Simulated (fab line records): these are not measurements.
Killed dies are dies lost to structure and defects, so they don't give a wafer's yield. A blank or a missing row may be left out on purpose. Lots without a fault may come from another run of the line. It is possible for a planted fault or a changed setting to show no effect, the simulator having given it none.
Matching of chambers :: flow gf180mcu :: GF_PASSIVATION_CVD_02 on pecvd-04: 3 sister chambers
The step deposits Si3N4, target thk 700 nm, time 486.18 s. 6 wafers are shown with their chamber, then 7 later ones without.

WAFERS, EACH WITH ITS CHAMBER
wafer: L886.5
chamber: 1
heater power outer w (W): 486
heater power w (W): 782

wafer: L896.1
chamber: 2
heater power outer w (W): 464
heater power w (W): 802

wafer: L896.3
chamber: 0
heater power outer w (W): 379
heater power w (W): 673

wafer: L896.4
chamber: 2
heater power outer w (W): 488
heater power w (W): 820

wafer: L901.2
chamber: 1
heater power outer w (W): 432
heater power w (W): 661

wafer: L901.3
chamber: 0
heater power outer w (W): 331
heater power w (W): 610

WAFERS MISSING THEIR CHAMBER
wafer: L901.6
heater power outer w (W): 471
heater power w (W): 826

wafer: L902.3
heater power outer w (W): 362
heater power w (W): 640

wafer: L902.4
heater power outer w (W): 374
heater power w (W): 626

wafer: L902.6
heater power outer w (W): 420
heater power w (W): 714

wafer: L906.2
heater power outer w (W): 464
heater power w (W): 764

wafer: L906.4
heater power outer w (W): 410
heater power w (W): 699

wafer: L906.6
heater power outer w (W): 473
heater power w (W): 810

WHICH CHAMBER EACH ONE RAN IN
wafer: L901.6
from the rows above: can't be placed: 2 or 1
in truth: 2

wafer: L902.3
from the rows above: 0
in truth: 0

wafer: L902.4
from the rows above: 0
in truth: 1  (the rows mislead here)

wafer: L902.6
from the rows above: can't be placed: 1 or 0 or 2
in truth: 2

wafer: L906.2
from the rows above: can't be placed: 1 or 2
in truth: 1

wafer: L906.4
from the rows above: can't be placed: 1 or 0 or 2
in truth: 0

wafer: L906.6
from the rows above: can't be placed: 2 or 1
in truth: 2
Correct placement for 1 of the 7. Can't be placed from these rows: 5 (the true chamber is among the candidates in 5). Wrongly placed: 1.
How it was worked out, from the rows above alone: a wafer's distance from a chamber is the root of the sum, over the readings, of the square of ((its reading less the chamber's mean) divided by the reading's scatter). If the next closest chamber is less than 2 further off than the closest, the wafer can't be placed; otherwise it belongs to the closest. For every chamber, the mean is computed from those of its wafers that are shown. The scatter: take each reading less its chamber's mean, square it, sum over the shown wafers, divide by the number of wafers less the number of chambers, and take the root.
